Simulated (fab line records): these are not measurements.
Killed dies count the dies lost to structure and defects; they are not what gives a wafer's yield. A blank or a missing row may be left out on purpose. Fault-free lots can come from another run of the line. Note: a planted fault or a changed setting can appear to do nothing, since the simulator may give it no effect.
Which tool did it? :: flow sky130 :: 13 lots with 39 wafers sampled at 4 steps, on a route of 708 steps

WHAT THE GAUGES SHOWED, per wafer
SKY_SONOS_TUNNEL_CD_MEAS_07 targets a cd of 410 nm. Usual: cd_nm reads 409.8 nm (standard deviation 2).
lot: L519
measured: day 11 10:21
on: cd_sem-01
cd_nm (nm): 409.7 408.1 408.8
flag: 

lot: L521
measured: day 11 18:05
on: cd_sem-02
cd_nm (nm): 412.1 410.6 411.5
flag: 

lot: L524
measured: day 13 13:12
on: cd_sem-01
cd_nm (nm): 406.3 406.9 408.7
flag: 

lot: L523
measured: day 13 15:08
on: cd_sem-01
cd_nm (nm): 410.8 407.0 408.8
flag: 

lot: L526
measured: day 14 01:40
on: cd_sem-02
cd_nm (nm): 410.2 411.2 407.3
flag: 

lot: L527
measured: day 14 04:02
on: cd_sem-02
cd_nm (nm): 410.3 412.1 407.8
flag: 

lot: L533
measured: day 15 22:41
on: cd_sem-01
cd_nm (nm): 412.3 410.6 411.2
flag: 

lot: L534
measured: day 16 08:01
on: cd_sem-02
cd_nm (nm): 410.6 408.2 411.2
flag: 

lot: L535
measured: day 16 15:17
on: cd_sem-02
cd_nm (nm): 406.5 409.7 410.5
flag: 

lot: L538
measured: day 17 17:46
on: cd_sem-01
cd_nm (nm): 407.7 406.4 410.3
flag: 

lot: L539
measured: day 17 23:34
on: cd_sem-02
cd_nm (nm): 409.4 411.4 409.2
flag: 

lot: L540
measured: day 18 11:34
on: cd_sem-01
cd_nm (nm): 404.8 409.5 406.5
flag: 

lot: L542
measured: day 19 01:51
on: cd_sem-01
cd_nm (nm): 411.6 410.8 410.6
flag: 

SKY_LDD_LDN_OVL_MEAS_07. Usual: for LDD_LDN_OVL the level is -1.2 nm and the standard deviation is 1.3.
lot: L519
measured: day 22 19:56
on: overlay-02
LDD_LDN_OVL (nm): -2.5 -1.7 -3.5
flag: 

lot: L521
measured: day 23 04:07
on: overlay-02
LDD_LDN_OVL (nm): -3.1 -2.5 -2.9
flag: 

lot: L524
measured: day 25 06:33
on: overlay-01
LDD_LDN_OVL (nm): -1.4 -1.2 -3.0
flag: 

lot: L523
measured: day 25 16:07
on: overlay-02
LDD_LDN_OVL (nm): -0.5 -0.7 -1.4
flag: 

lot: L526
measured: day 25 19:04
on: overlay-01
LDD_LDN_OVL (nm): -1.7 -0.3 -1.0
flag: 

lot: L527
measured: day 26 01:46
on: overlay-01
LDD_LDN_OVL (nm): -1.9 -2.4 -1.5
flag: 

lot: L533
measured: day 27 17:47
on: overlay-01
LDD_LDN_OVL (nm): -1.6 -1.2 -2.3
flag: 

lot: L534
measured: day 28 03:13
on: overlay-02
LDD_LDN_OVL (nm): 0.2 -2.2 -0.1
flag: 

lot: L535
measured: day 28 10:38
on: overlay-01
LDD_LDN_OVL (nm): -0.6 -1.7 -1.9
flag: 

lot: L538
measured: day 29 13:59
on: overlay-01
LDD_LDN_OVL (nm): 0.0 0.4 2.4
flag: 

lot: L539
measured: day 29 15:17
on: overlay-01
LDD_LDN_OVL (nm): -3.1 -0.4 0.1
flag: 

lot: L540
measured: day 30 17:59
on: overlay-02
LDD_LDN_OVL (nm): -1.2 -2.8 -0.5
flag: 

lot: L542
measured: day 30 21:40
on: overlay-02
LDD_LDN_OVL (nm): -2.0 -3.5 -2.7
flag: 

SKY_LOCAL_INTERCONNECT_OVL_MEAS_12. Usual: for LOCAL_INTERCONNECT_OVL the level is -4 nm and the standard deviation is 7.1.
lot: L519
measured: day 30 07:55
on: overlay-01
LOCAL_INTERCONNECT_OVL (nm): 6 -1 9
flag: 

lot: L521
measured: day 30 15:43
on: overlay-02
LOCAL_INTERCONNECT_OVL (nm): -4 -7 -4
flag: 

lot: L527
measured: day 33 09:58
on: overlay-01
LOCAL_INTERCONNECT_OVL (nm): 5 -6 0
flag: 

lot: L533
measured: day 34 22:17
on: overlay-01
LOCAL_INTERCONNECT_OVL (nm): 1 -6 3
flag: 

lot: L534
measured: day 35 05:13
on: overlay-02
LOCAL_INTERCONNECT_OVL (nm): -4 -5 0
flag: 

lot: L535
measured: day 35 13:16
on: overlay-02
LOCAL_INTERCONNECT_OVL (nm): -15 -26 -8
flag: 

lot: L538
measured: day 36 21:07
on: overlay-02
LOCAL_INTERCONNECT_OVL (nm): -4 -4 -5
flag: 

lot: L539
measured: day 36 21:05
on: overlay-02
LOCAL_INTERCONNECT_OVL (nm): -10 -9 -2
flag: 

lot: L540
measured: day 37 16:46
on: overlay-01
LOCAL_INTERCONNECT_OVL (nm): 3 8 7
flag: 

lot: L542
measured: day 37 18:53
on: overlay-01
LOCAL_INTERCONNECT_OVL (nm): -4 -8 -5
flag: 

EACH LOT AND THE TOOL THAT RAN IT (in order: tool; ch and the chambers of the sampled wafers; start)
lot: L519
SKY_POLY_CUT_ETCH_11: rie_diel-02 ch 0,3, day 24 04:14

lot: L521
SKY_POLY_CUT_ETCH_11: rie_diel-01 ch 0,1,3, day 24 13:00

lot: L524
SKY_POLY_CUT_ETCH_11: rie_diel-01 ch 1,2,3, day 26 19:06

lot: L523
SKY_POLY_CUT_ETCH_11: rie_diel-01 ch 1,2,3, day 27 00:21

lot: L526
SKY_POLY_CUT_ETCH_11: rie_diel-04 ch 0,3, day 27 03:11

lot: L527
SKY_POLY_CUT_ETCH_11: rie_diel-01 ch 1,2, day 27 10:39

lot: L533
SKY_POLY_CUT_ETCH_11: rie_diel-02 ch 1,2,3, day 29 00:44

lot: L534
SKY_POLY_CUT_ETCH_11: rie_diel-01 ch 0,3, day 29 09:35

lot: L535
SKY_POLY_CUT_ETCH_11: rie_diel-01 ch 0,1,3, day 29 17:09

lot: L538
SKY_POLY_CUT_ETCH_11: rie_diel-04 ch 0,3, day 31 02:53

lot: L539
SKY_POLY_CUT_ETCH_11: rie_diel-02 ch 2,3, day 31 02:32

lot: L540
SKY_POLY_CUT_ETCH_11: rie_diel-01 ch 2,3, day 32 01:43

lot: L542
SKY_POLY_CUT_ETCH_11: rie_diel-04 ch 0,1,2, day 32 03:29
- SKY_POLY_CUT_ETCH_11: etches Si3N4 in CF4/CH2F2/Ar, stops on poly-Si, time 42.5 s, target depth 60 nm.

WHAT THE TOOLS THEMSELVES READ (means of the sampled wafers that have a number; where no wafer has one, the mark that the record gives instead)
SKY_POLY_CUT_ETCH_11. Usual: bias_w 149.9 W, standard deviation 0.41; cf4_flow_sccm 40.00 sccm, standard deviation 0.12; drypump_motor_current_A 5.6 A, standard deviation 0.41; oes_product_au 0.829 a.u., standard deviation 0.0064; throttle_valve_pct 14.996 %, standard deviation 0.0093.
lot: L519
tool: rie_diel-02
bias_w (W): 149.8
cf4_flow_sccm (sccm): 40.06
drypump_motor_current_A (A): 5.8
oes_product_au (a.u.): 0.834
throttle_valve_pct (%): 14.985
flag: 

lot: L521
tool: rie_diel-01
bias_w (W): 149.7
cf4_flow_sccm (sccm): 40.02
drypump_motor_current_A (A): 5.3
oes_product_au (a.u.): 0.822
throttle_valve_pct (%): 14.993
flag: 

lot: L524
tool: rie_diel-01
bias_w (W): -
cf4_flow_sccm (sccm): -
drypump_motor_current_A (A): -
oes_product_au (a.u.): -
throttle_valve_pct (%): -
flag: OFF

lot: L523
tool: rie_diel-01
bias_w (W): -
cf4_flow_sccm (sccm): -
drypump_motor_current_A (A): -
oes_product_au (a.u.): -
throttle_valve_pct (%): -
flag: OFF

lot: L526
tool: rie_diel-04
bias_w (W): -
cf4_flow_sccm (sccm): -
drypump_motor_current_A (A): -
oes_product_au (a.u.): -
throttle_valve_pct (%): -
flag: OFF

lot: L527
tool: rie_diel-01
bias_w (W): 150.0
cf4_flow_sccm (sccm): 39.97
drypump_motor_current_A (A): 5.4
oes_product_au (a.u.): 0.818
throttle_valve_pct (%): 14.988
flag: 

lot: L533
tool: rie_diel-02
bias_w (W): 149.9
cf4_flow_sccm (sccm): 40.07
drypump_motor_current_A (A): 6.2
oes_product_au (a.u.): 0.830
throttle_valve_pct (%): 14.992
flag: 

lot: L534
tool: rie_diel-01
bias_w (W): 149.8
cf4_flow_sccm (sccm): 40.05
drypump_motor_current_A (A): 5.5
oes_product_au (a.u.): 0.827
throttle_valve_pct (%): 14.998
flag: 

lot: L535
tool: rie_diel-01
bias_w (W): 149.8
cf4_flow_sccm (sccm): 40.00
drypump_motor_current_A (A): 5.3
oes_product_au (a.u.): 0.835
throttle_valve_pct (%): 14.998
flag: 

lot: L538
tool: rie_diel-04
bias_w (W): 150.2
cf4_flow_sccm (sccm): 40.01
drypump_motor_current_A (A): 5.3
oes_product_au (a.u.): 0.830
throttle_valve_pct (%): 15.000
flag: 

lot: L539
tool: rie_diel-02
bias_w (W): 149.6
cf4_flow_sccm (sccm): 39.99
drypump_motor_current_A (A): 6.1
oes_product_au (a.u.): 0.833
throttle_valve_pct (%): 15.004
flag: 

lot: L540
tool: rie_diel-01
bias_w (W): 149.7
cf4_flow_sccm (sccm): 40.01
drypump_motor_current_A (A): 5.6
oes_product_au (a.u.): 0.836
throttle_valve_pct (%): 15.007
flag: 

lot: L542
tool: rie_diel-04
bias_w (W): 149.6
cf4_flow_sccm (sccm): 39.96
drypump_motor_current_A (A): 5.6
oes_product_au (a.u.): 0.833
throttle_valve_pct (%): 14.995
flag: 

THE ANSWER, worked out from the rows above alone
Rule: take the mean of a lot's wafers that have a number; if it is more than 3 standard deviations from the usual mean, the lot is off. Also off: a lot with no number at a reading for which 4 or more lots have one. Where the step has rows for the other lots, those lots are counted as sound. Order of review: gauges by route order, followed by the tools' own readings, for which a lot's mean as printed above is used. At the first step where some lot is off, the reading lying furthest off is the one used; lots without a number count as furthest.
Off: L524, L523, L526 (SKY_POLY_CUT_ETCH_11, bias_w). Without a number there: L524, L523, L526.
If a tool, at that step or one of the process steps before it, ran each lot that is off and ran no sound lot following the first of them, it fits. No candidate that was tried fits.

WHAT HAD BEEN PUT IN BY THE SIMULATOR
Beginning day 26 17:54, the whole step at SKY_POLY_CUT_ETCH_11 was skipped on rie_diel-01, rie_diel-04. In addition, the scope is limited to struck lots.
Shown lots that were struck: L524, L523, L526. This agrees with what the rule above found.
